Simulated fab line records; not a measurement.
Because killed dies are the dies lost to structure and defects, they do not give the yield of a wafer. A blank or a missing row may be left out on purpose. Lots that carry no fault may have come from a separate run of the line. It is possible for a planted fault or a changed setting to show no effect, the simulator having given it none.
Which of the tools did it? || flow sky130 || 30 wafers from 10 lots sampled at 5 of the route's 708 steps

## WHAT THE GAUGES READ, wafer by wafer
SKY_VIA4_OVL_MEAS_11.
{"lot": "L824", "measured": "day 43 02:47", "on": "overlay-01", "VIA4_OVL (nm)": "-3.4 -2.8 -2.4"}
{"lot": "L826", "measured": "day 43 20:33", "on": "overlay-01", "VIA4_OVL (nm)": "-2.4 -2.5 -2.5"}
{"lot": "L827", "measured": "day 44 02:45", "on": "overlay-02", "VIA4_OVL (nm)": "0.7 -0.7 -0.6"}
{"lot": "L836", "measured": "day 46 16:29", "on": "overlay-02", "VIA4_OVL (nm)": "2.0 0.9 2.7"}
{"lot": "L837", "measured": "day 46 19:55", "on": "overlay-02", "VIA4_OVL (nm)": "-1.6 0.8 0.7"}
{"lot": "L840", "measured": "day 47 11:22", "on": "overlay-01", "VIA4_OVL (nm)": "1.0 -0.8 -0.7"}
{"lot": "L841", "measured": "day 47 13:26", "on": "overlay-02", "VIA4_OVL (nm)": "-3.0 -0.5 0.3"}
{"lot": "L843", "measured": "day 48 00:38", "on": "overlay-01", "VIA4_OVL (nm)": "1.2 -1.2 1.9"}
{"lot": "L844", "measured": "day 48 03:03", "on": "overlay-02", "VIA4_OVL (nm)": "-0.6 -0.4 0.2"}
{"lot": "L845", "measured": "day 48 10:41", "on": "overlay-01", "VIA4_OVL (nm)": "-1.7 -1.2 -2.4"}

SKY_METAL5_RS_MEAS_05: the measuring method here is four-point-probe.
{"lot": "L824", "measured": "day 43 04:22", "on": "film metro-01", "METAL5_ALCU_RS (ohm/sq)": "0.0273 0.0270 0.0272"}
{"lot": "L826", "measured": "day 43 22:20", "on": "film metro-01", "METAL5_ALCU_RS (ohm/sq)": "0.0265 0.0270 0.0265"}
{"lot": "L827", "measured": "day 44 04:20", "on": "film metro-02", "METAL5_ALCU_RS (ohm/sq)": "0.0265 0.0268 0.0265"}
{"lot": "L836", "measured": "day 46 18:11", "on": "film metro-04", "METAL5_ALCU_RS (ohm/sq)": "0.0163 0.0165 0.0163"}
{"lot": "L837", "measured": "day 46 21:36", "on": "film metro-04", "METAL5_ALCU_RS (ohm/sq)": "0.0165 0.0165 0.0165"}
{"lot": "L840", "measured": "day 47 12:56", "on": "film metro-02", "METAL5_ALCU_RS (ohm/sq)": "0.0265 0.0269 0.0267"}
{"lot": "L841", "measured": "day 47 15:02", "on": "film metro-04", "METAL5_ALCU_RS (ohm/sq)": "0.0268 0.0269 0.0273"}
{"lot": "L843", "measured": "day 48 02:13", "on": "film metro-01", "METAL5_ALCU_RS (ohm/sq)": "0.0271 0.0278 0.0275"}
{"lot": "L844", "measured": "day 48 04:37", "on": "film metro-04", "METAL5_ALCU_RS (ohm/sq)": "0.0271 0.0273 0.0273"}
{"lot": "L845", "measured": "day 48 12:16", "on": "film metro-02", "METAL5_ALCU_RS (ohm/sq)": "0.0276 0.0270 0.0267"}

SKY_METAL5_THK_MEAS_06: measures by xrf.
{"lot": "L824", "measured": "day 43 04:28", "on": "film metro-01", "METAL5_ALCU_THK (nm)": "1160 1183 1168"}
{"lot": "L826", "measured": "day 43 22:27", "on": "film metro-01", "METAL5_ALCU_THK (nm)": "1188 1178 1195"}
{"lot": "L827", "measured": "day 44 04:26", "on": "film metro-02", "METAL5_ALCU_THK (nm)": "1189 1191 1194"}
{"lot": "L836", "measured": "day 46 18:18", "on": "film metro-04", "METAL5_ALCU_THK (nm)": "1923 1893 1905"}
{"lot": "L837", "measured": "day 46 21:43", "on": "film metro-04", "METAL5_ALCU_THK (nm)": "1900 1903 1893"}
{"lot": "L840", "measured": "day 47 13:03", "on": "film metro-02", "METAL5_ALCU_THK (nm)": "1192 1171 1188"}
{"lot": "L841", "measured": "day 47 15:08", "on": "film metro-04", "METAL5_ALCU_THK (nm)": "1176 1172 1151"}
{"lot": "L843", "measured": "day 48 02:20", "on": "film metro-01", "METAL5_ALCU_THK (nm)": "1175 1138 1150"}
{"lot": "L844", "measured": "day 48 04:44", "on": "film metro-04", "METAL5_ALCU_THK (nm)": "1166 1155 1153"}
{"lot": "L845", "measured": "day 48 12:23", "on": "film metro-02", "METAL5_ALCU_THK (nm)": "1154 1177 1194"}

## TOOL THAT RAN EACH LOT (tool first, then ch and the chambers of the sampled wafers, then the start)
{"lot": "L824", "SKY_METAL5_SPUTTER_01": "pvd sputter-03, day 43 04:11", "SKY_METAL5_SPUTTER_02": "pvd sputter-03, day 43 04:13"}
{"lot": "L826", "SKY_METAL5_SPUTTER_01": "pvd sputter-02, day 43 22:10", "SKY_METAL5_SPUTTER_02": "pvd sputter-02, day 43 22:12"}
{"lot": "L827", "SKY_METAL5_SPUTTER_01": "pvd sputter-03, day 44 04:10", "SKY_METAL5_SPUTTER_02": "pvd sputter-03, day 44 04:11"}
{"lot": "L836", "SKY_METAL5_SPUTTER_01": "pvd sputter-03, day 46 18:02", "SKY_METAL5_SPUTTER_02": "pvd sputter-03, day 46 18:04"}
{"lot": "L837", "SKY_METAL5_SPUTTER_01": "pvd sputter-03, day 46 21:28", "SKY_METAL5_SPUTTER_02": "pvd sputter-03, day 46 21:29"}
{"lot": "L840", "SKY_METAL5_SPUTTER_01": "pvd sputter-04, day 47 12:47", "SKY_METAL5_SPUTTER_02": "pvd sputter-04, day 47 12:49"}
{"lot": "L841", "SKY_METAL5_SPUTTER_01": "pvd sputter-02, day 47 14:50", "SKY_METAL5_SPUTTER_02": "pvd sputter-02, day 47 14:52"}
{"lot": "L843", "SKY_METAL5_SPUTTER_01": "pvd sputter-04, day 48 02:04", "SKY_METAL5_SPUTTER_02": "pvd sputter-04, day 48 02:06"}
{"lot": "L844", "SKY_METAL5_SPUTTER_01": "pvd sputter-02, day 48 04:28", "SKY_METAL5_SPUTTER_02": "pvd sputter-02, day 48 04:29"}
{"lot": "L845", "SKY_METAL5_SPUTTER_01": "pvd sputter-04, day 48 12:07", "SKY_METAL5_SPUTTER_02": "pvd sputter-04, day 48 12:08"}
- SKY_METAL5_SPUTTER_01: material TiN, target thk 20 nm, time 16.7 s.
- SKY_METAL5_SPUTTER_02: material AlCu, target thk 1150 nm, time 61.2 s.

## WHAT THE TOOLS THEMSELVES READ (means of the sampled wafers that have a number; where no wafer has one, the mark that the record gives instead)
SKY_METAL5_SPUTTER_01.
{"lot": "L824", "tool": "pvd sputter-03", "throttle valve pct (%)": 29.2}
{"lot": "L826", "tool": "pvd sputter-02", "throttle valve pct (%)": 30.9}
{"lot": "L827", "tool": "pvd sputter-03", "throttle valve pct (%)": 30.4}
{"lot": "L836", "tool": "pvd sputter-03", "throttle valve pct (%)": 30.7}
{"lot": "L837", "tool": "pvd sputter-03", "throttle valve pct (%)": 30.0}
{"lot": "L840", "tool": "pvd sputter-04", "throttle valve pct (%)": 31.4}
{"lot": "L841", "tool": "pvd sputter-02", "throttle valve pct (%)": 30.9}
{"lot": "L843", "tool": "pvd sputter-04", "throttle valve pct (%)": 30.9}
{"lot": "L844", "tool": "pvd sputter-02", "throttle valve pct (%)": 31.2}
{"lot": "L845", "tool": "pvd sputter-04", "throttle valve pct (%)": 31.0}

SKY_METAL5_SPUTTER_02.
{"lot": "L824", "tool": "pvd sputter-03", "throttle valve pct (%)": 29.5}
{"lot": "L826", "tool": "pvd sputter-02", "throttle valve pct (%)": 30.8}
{"lot": "L827", "tool": "pvd sputter-03", "throttle valve pct (%)": 30.5}
{"lot": "L836", "tool": "pvd sputter-03", "throttle valve pct (%)": 30.9}
{"lot": "L837", "tool": "pvd sputter-03", "throttle valve pct (%)": 30.3}
{"lot": "L840", "tool": "pvd sputter-04", "throttle valve pct (%)": 31.4}
{"lot": "L841", "tool": "pvd sputter-02", "throttle valve pct (%)": 31.0}
{"lot": "L843", "tool": "pvd sputter-04", "throttle valve pct (%)": 31.0}
{"lot": "L844", "tool": "pvd sputter-02", "throttle valve pct (%)": 31.2}
{"lot": "L845", "tool": "pvd sputter-04", "throttle valve pct (%)": 31.0}

## THE ANSWER, worked out from the rows above alone
Rule: the lots themselves supply what counts as usual. Put in order of their means at a reading, lots are off if they are a third of the lots or fewer, leave a main group of 4 or more, and stand apart from it by a gap of 3 or more times the standard deviation of the main group's means; of several such gaps the widest counts. Not used: any main group whose means are identical at the precision the tables above print for the reading. Also off: a lot with no number at a reading for which 4 or more lots have one. Where the step has rows for the other lots, those lots are counted as sound. Order of review: gauges by route order, followed by the tools' own readings, for which a lot's mean as printed above is used. The first step at which some lot is off is used, and at that step the reading that is off furthest; a lot without a number counts as furthest.
Off: L836, L837, seen at SKY_METAL5_RS_MEAS_05 (METAL5_ALCU_RS). For the main group the mean is 0.0270 ohm/sq and the standard deviation 0.00029.
If a tool, at a process step before that reading, ran all the lots that are off and no sound lot after the first of them, it fits. Those tools and the gauges at SKY_METAL5_RS_MEAS_05 are tried in the same way. One fits: SKY_METAL5_SPUTTER_01 and SKY_METAL5_SPUTTER_02 on pvd sputter-03. At SKY_METAL5_SPUTTER_01 its last sound lot is L827 (day 44 04:10), its first lot that is off L836 (day 46 18:02): a fault that began between those two fits.

## WHAT THE SIMULATOR PUT IN
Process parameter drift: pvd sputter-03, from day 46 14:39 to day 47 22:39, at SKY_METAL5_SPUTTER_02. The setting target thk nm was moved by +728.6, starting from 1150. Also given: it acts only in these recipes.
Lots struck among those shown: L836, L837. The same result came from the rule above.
